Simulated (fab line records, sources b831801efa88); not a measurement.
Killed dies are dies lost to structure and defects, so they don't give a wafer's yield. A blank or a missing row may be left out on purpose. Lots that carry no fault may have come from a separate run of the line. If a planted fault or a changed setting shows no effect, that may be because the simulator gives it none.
fab line records	flow gf180mcu
record: lots: 13	wafers: 39	last-day: 34
route steps=602 shown LVPWELL@64 VT_IMPLANT@108 DUAL_GATE@144 HV_LDD@182
lots that met no fault: from a run of the same line without faults
start-h: the number of hours between the record's first day and the start of the first shown wafer of the lot	wait-h: hours from the lot's prior step to this one	" repeats the value in the row above	L1.1+2: a row that stands for several wafers	- no value, or no start was given	* or withheld: withheld	< > ~ a bound
route shown NAME@n: a module of which the file shows steps, and the number in the route of the first	usual: mean/standard deviation taken from wafers without a fault	same: alike in all rows	chamber/n: place in a boat	sites: per-site readings	_std_site: the standard deviation of these	_edge_site: the outer-site mean with the inner-site mean subtracted	radius-mm: how far each site lies from the wafer's centre	mask NAME#n: copy n	behind: the tool/chamber that last shaped the wafer	hold: the reason the lot was held/the length of the hold in hours/how it ended	device: names the non-switching transistor (n, p or np)	end of line: tests run on the same wafers once the route is complete	for a step that has no rows: nothing shown but its recipe	killed: dies lost to structure and defects at the first sort, not the wafer's yield	map: a wafer's dies, marking killed ones x, the rest . and places with no die _
set.NAME: the setting as run; set.NAME@STEP: as run at that earlier step	model.NAME: the simulator's own value behind a step, which no gauge read
route steps across a sampled set of lots; one table per step, one row per wafer
services: a tool's chamber out of use, with start hour (start-h, from the record's first day; less than 0 if before it), hours out, and reason
== steps ==
step: GF_LVPWELL_STRIP_10
recipe: chemistry: O2/N2	power-w: 1400	pressure-mtorr: 1500	platen-temp-c: 250	o2-flow-sccm: 3000	n2-flow-sccm: 300	overash-fraction: 0.5
usual: drypump-motor-current-A: 5.8/0.48	heater-power-w: 327/25	oes-product-au: 0.723/0.0046	platen-temp-c: 249.96/0.19	strip-time-to-endpoint-s: 37.03/0.12
lot.wafer	tool	chamber	start-h	wait-h	drypump-motor-current-A	heater-power-w	oes-product-au	platen-temp-c	rf-hours-counter-h	strip-time-to-endpoint-s
L820.2	plasma-asher-03	0	72.92	0.1	6.2	342	0.720	250.12	40	36.96
L820.3	"	0	"	"	6.3	346	0.715	249.91	-	36.86
L820.5	"	1	"	"	5.2	340	0.726	250.21	-	36.94
L821.1	plasma-asher-02	1	78.01	0.1	5.6	354	0.721	250.19	42	36.74
L821.2	"	0	"	"	6.5	313	0.722	249.92	42	37.01
L821.3	"	1	"	"	5.6	351	0.727	250.36	-	36.86
L827.1	plasma-asher-01	0	111.23	0.1	5.8	271	0.726	250.09	32	36.88
L827.2	"	1	"	"	5.4	309	0.722	250.15	32	36.83
L827.6	"	0	"	"	5.8	274	0.721	249.80	-	36.96
L828.1	plasma-asher-02	0	114.32	0.1	6.5	315	0.724	249.93	46	37.20
L828.3	"	0	"	"	6.5	315	0.727	250.15	-	37.24
L828.4	"	1	"	"	5.7	347	0.724	249.91	-	37.30
L829.1	plasma-asher-01	0	119.72	0.1	5.8	273	0.734	250.00	34	37.05
L829.4	"	0	"	"	5.9	276	0.721	250.01	-	37.19
L829.5	"	0	"	"	5.8	268	0.721	250.09	-	37.01
L833.1	plasma-asher-03	0	143.87	0.1	6.2	356	0.721	249.82	3	37.02
L833.3	"	0	"	"	6.2	358	0.733	249.98	-	36.97
L833.4	"	1	"	"	5.2	329	0.724	249.61	-	37.09
L834.1	plasma-asher-03	1	149.91	0.1	5.2	326	0.718	249.86	3	36.95
L834.3	"	0	"	"	6.2	345	0.728	250.10	-	37.01
L834.6	"	0	"	"	6.3	356	0.723	249.87	-	37.12
L837.3	plasma-asher-02	0	167.16	0.1	6.6	301	0.716	249.58	-	36.90
L837.4	"	1	"	"	5.6	342	0.727	249.78	-	36.92
L837.6	"	1	"	"	5.7	351	0.724	249.80	-	36.92
L838.3	plasma-asher-02	1	172.59	0.1	5.7	349	0.721	249.73	-	37.06
L838.5	"	1	"	"	5.7	346	0.728	249.92	-	37.02
L838.6	"	0	"	"	6.5	307	0.723	250.20	-	37.06
L839.2	plasma-asher-01	1	177.56	0.1	5.4	308	0.727	249.95	40	37.00
L839.5	"	1	"	"	5.4	301	0.734	249.91	-	36.95
L839.6	"	0	"	"	5.8	270	0.717	250.10	-	36.96
L840.1	plasma-asher-03	1	182.58	0.1	5.2	338	0.729	249.99	6	37.05
L840.4	"	0	"	"	6.3	355	0.725	250.43	-	37.09
L840.5	"	0	"	"	6.3	347	0.725	250.10	-	36.95
L841.4	plasma-asher-02	1	187.56	0.1	5.7	345	0.725	249.90	-	37.13
L841.5	"	0	"	"	6.5	319	0.724	250.14	-	37.15
L841.6	"	1	"	"	5.7	343	0.725	250.01	-	37.04
L843.1	plasma-asher-03	1	198.43	0.1	5.2	336	0.725	249.90	8	37.02
L843.2	"	0	"	"	6.2	352	0.718	249.91	8	37.09
L843.3	"	0	"	"	6.2	363	0.726	250.07	-	37.04
step: GF_VT_IMPLANT_OVL_MEAS_18
usual: VT_IMPLANT_01_OVL: 0.4/1.3
lot.wafer	tool	chamber	start-h	wait-h	VT_IMPLANT_01_OVL[nm]
L820.2	overlay-01	-	131.93	0.1	1.9
L820.3	"	-	"	"	2.4
L820.5	"	-	"	"	2.2
L821.1	overlay-01	-	137.33	0.1	0.9
L821.2	"	-	"	"	1.0
L821.3	"	-	"	"	2.6
L827.1	overlay-01	-	174.37	0.1	-1.0
L827.2	"	-	"	"	-0.9
L827.6	"	-	"	"	-1.8
L828.1	overlay-01	-	179.04	0.1	0.6
L828.3	"	-	"	"	2.5
L828.4	"	-	"	"	0.8
L829.1	overlay-02	-	184.29	0.1	0.0
L829.4	"	-	"	"	1.1
L829.5	"	-	"	"	1.5
L833.1	overlay-02	-	211.14	0.1	0.7
L833.3	"	-	"	"	1.8
L833.4	"	-	"	"	1.0
L834.1	overlay-02	-	217.79	0.1	-0.2
L834.3	"	-	"	"	-0.3
L834.6	"	-	"	"	-0.4
L837.3	overlay-02	-	237.64	0.1	-3.0
L837.4	"	-	"	"	-2.0
L837.6	"	-	"	"	-0.5
L838.3	overlay-01	-	243.30	0.1	-0.7
L838.5	"	-	"	"	1.6
L838.6	"	-	"	"	0.4
L839.2	overlay-01	-	249.04	0.1	1.6
L839.5	"	-	"	"	-0.2
L839.6	"	-	"	"	-0.7
L840.1	overlay-01	-	254.69	0.1	0.0
L840.4	"	-	"	"	1.2
L840.5	"	-	"	"	0.9
L841.4	overlay-02	-	261.35	0.1	3.9
L841.5	"	-	"	"	2.1
L841.6	"	-	"	"	1.2
L843.1	overlay-02	-	272.39	0.1	0.2
L843.2	"	-	"	"	1.7
L843.3	"	-	"	"	1.2
step: GF_DUAL_GATE_THK_MEAS_03
recipe: reads: SiO2_of_DUAL_GATE_OXIDATION_02
usual: DUAL_GATE_OXIDATION_00_THK: 10.39/0.17
lot.wafer	tool	chamber	start-h	wait-h	DUAL_GATE_OXIDATION_00_THK[nm]
L820.2	film-metro-01	-	167.97	0.0	10.59
L820.3	"	-	"	"	10.35
L820.5	"	-	"	"	10.15
L821.1	film-metro-02	-	172.18	0.0	10.05
L821.2	"	-	"	"	10.20
L821.3	"	-	"	"	10.24
L827.1	film-metro-03	-	211.62	0.0	10.43
L827.2	"	-	"	"	10.34
L827.6	"	-	"	"	10.36
L828.1	film-metro-02	-	217.93	0.0	10.30
L828.3	"	-	"	"	10.30
L828.4	"	-	"	"	10.27
L829.1	film-metro-03	-	221.65	0.0	10.47
L829.4	"	-	"	"	10.31
L829.5	"	-	"	"	10.40
L833.1	film-metro-02	-	253.96	0.0	10.35
L833.3	"	-	"	"	10.44
L833.4	"	-	"	"	10.31
L834.1	film-metro-01	-	260.37	0.0	10.39
L834.3	"	-	"	"	10.15
L834.6	"	-	"	"	10.26
L837.3	film-metro-02	-	279.07	0.0	10.29
L837.4	"	-	"	"	10.49
L837.6	"	-	"	"	10.28
L838.3	film-metro-01	-	285.05	0.0	10.45
L838.5	"	-	"	"	10.28
L838.6	"	-	"	"	10.65
L839.2	film-metro-03	-	289.84	0.0	10.42
L839.5	"	-	"	"	10.53
L839.6	"	-	"	"	10.49
L840.1	film-metro-01	-	298.72	0.0	10.54
L840.4	"	-	"	"	10.35
L840.5	"	-	"	"	10.66
L841.4	film-metro-02	-	307.29	0.0	10.58
L841.5	"	-	"	"	10.35
L841.6	"	-	"	"	10.43
L843.1	film-metro-01	-	315.15	0.0	10.66
L843.2	"	-	"	"	10.69
L843.3	"	-	"	"	10.60
step: GF_HV_LDD_DEVELOP_06
recipe: develop-time-s: 60	dev-temp-c: 23
usual: developer-temp-C: 23.03/0.11
lot.wafer	tool	chamber	start-h	wait-h	developer-temp-C
L820.2	litho-track-03	0	225.02	0.1	23.10
L820.3	"	0	"	"	23.06
L820.5	"	0	"	"	23.06
L821.1	litho-track-02	0	230.57	0.1	22.99
L821.2	"	0	"	"	22.87
L821.3	"	0	"	"	22.96
L827.1	litho-track-01	0	274.49	0.1	23.14
L827.2	"	0	"	"	23.19
L827.6	"	0	"	"	23.04
L828.1	litho-track-01	0	281.34	0.1	23.11
L828.3	"	0	"	"	23.19
L828.4	"	0	"	"	23.02
L829.1	litho-track-03	0	283.24	0.1	23.08
L829.4	"	0	"	"	23.01
L829.5	"	0	"	"	22.90
L833.1	litho-track-03	0	319.99	0.1	23.10
L833.3	"	0	"	"	22.98
L833.4	"	0	"	"	23.00
L834.1	litho-track-03	0	327.49	0.1	23.11
L834.3	"	0	"	"	23.13
L834.6	"	0	"	"	23.03
L837.3	litho-track-03	0	348.29	0.1	25.19
L837.4	"	0	"	"	25.27
L837.6	"	0	"	"	25.09
L838.3	litho-track-03	0	357.49	0.1	25.47
L838.5	"	0	"	"	25.41
L838.6	"	0	"	"	25.45
L839.2	litho-track-03	0	359.31	0.1	25.11
L839.5	"	0	"	"	25.28
L839.6	"	0	"	"	25.16
L840.1	litho-track-01	0	366.79	0.1	22.97
L840.4	"	0	"	"	23.15
L840.5	"	0	"	"	23.07
L841.4	litho-track-02	0	374.50	0.1	22.97
L841.5	"	0	"	"	22.88
L841.6	"	0	"	"	22.88
L843.1	litho-track-01	0	385.49	0.1	23.10
L843.2	"	0	"	"	23.05
L843.3	"	0	"	"	23.12
step: GF_HV_LDD_CD_MEAS_07
recipe: target-cd-nm: 400
usual: cd-nm: 400.0/2.5
lot.wafer	tool	chamber	start-h	wait-h	cd-nm
L820.2	cd-sem-01	-	225.16	0.1	400.4
L820.3	"	-	"	"	402.3
L820.5	"	-	"	"	399.4
L821.1	cd-sem-01	-	230.72	0.1	402.5
L821.2	"	-	"	"	402.0
L821.3	"	-	"	"	399.8
L827.1	cd-sem-01	-	274.64	0.1	398.4
L827.2	"	-	"	"	399.0
L827.6	"	-	"	"	395.7
L828.1	cd-sem-01	-	281.49	0.1	400.4
L828.3	"	-	"	"	402.6
L828.4	"	-	"	"	401.8
L829.1	cd-sem-01	-	283.39	0.1	397.3
L829.4	"	-	"	"	397.7
L829.5	"	-	"	"	398.4
L833.1	cd-sem-02	-	320.14	0.1	403.3
L833.3	"	-	"	"	401.8
L833.4	"	-	"	"	404.4
L834.1	cd-sem-02	-	327.64	0.1	396.9
L834.3	"	-	"	"	396.1
L834.6	"	-	"	"	397.3
L837.3	cd-sem-01	-	348.43	0.1	391.4
L837.4	"	-	"	"	390.2
L837.6	"	-	"	"	391.7
L838.3	cd-sem-01	-	357.63	0.1	391.1
L838.5	"	-	"	"	392.6
L838.6	"	-	"	"	391.4
L839.2	cd-sem-01	-	359.46	0.1	386.6
L839.5	"	-	"	"	387.8
L839.6	"	-	"	"	389.1
L840.1	cd-sem-01	-	366.94	0.1	393.8
L840.4	"	-	"	"	394.9
L840.5	"	-	"	"	394.2
L841.4	cd-sem-01	-	374.63	0.1	402.1
L841.5	"	-	"	"	402.1
L841.6	"	-	"	"	399.5
L843.1	cd-sem-02	-	385.64	0.1	396.1
L843.2	"	-	"	"	398.8
L843.3	"	-	"	"	402.1
== services ==
tool	chamber	start-h	hours	kind
plasma-asher-03	-	108.75	9.0	pm
plasma-asher-03	0	108.75	9.0	vent-cycle
plasma-asher-03	1	108.75	9.0	vent-cycle
plasma-asher-03	0	117.75	-	clean
plasma-asher-03	1	117.75	-	clean
plasma-asher-03	-	172.32	1.6	repair
plasma-asher-03	-	190.13	2.8	pm
plasma-asher-01	-	204.14	14.6	pm
plasma-asher-03	-	255.19	1.0	repair
plasma-asher-02	-	265.92	1.6	repair
plasma-asher-03	-	320.15	2.0	repair
plasma-asher-01	-	352.72	2.8	pm
== key ==
first-sign: step: GF_HV_LDD_DEVELOP_06	reading: developer-temp-C	direction: up	sigmas: 20	usual: *	struck: *
effect: step: GF_HV_LDD_CD_MEAS_07	reading: cd-nm	direction: down	sigmas: 3.9	usual: 400.0	struck: 390.2
met-at GF_HV_LDD_DEVELOP_06
struck-lots L837,L838,L839
tester-left-out L837,L838,L839
not-acting-at GF_LVPWELL_STRIP_10,GF_VT_IMPLANT_OVL_MEAS_18,GF_DUAL_GATE_THK_MEAS_03
onset-between 327.49 348.29
fault: kind: process-parameter-drift	tool: litho-track-03	chamber: -	onset-h: 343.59	steps: GF_HV_LDD_DEVELOP_06	channel: dev-temp-c	offset: *	shape: step	end-h: 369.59	acts-in: *	stated: *
tester-left-out: of these lots the tester's yield and bins aren't shown, on N5 and GAA mostly nor the transistor test; their killed dies are dies lost to structure and defects alone, not to doping, threshold or leakage, so they don't give the yield
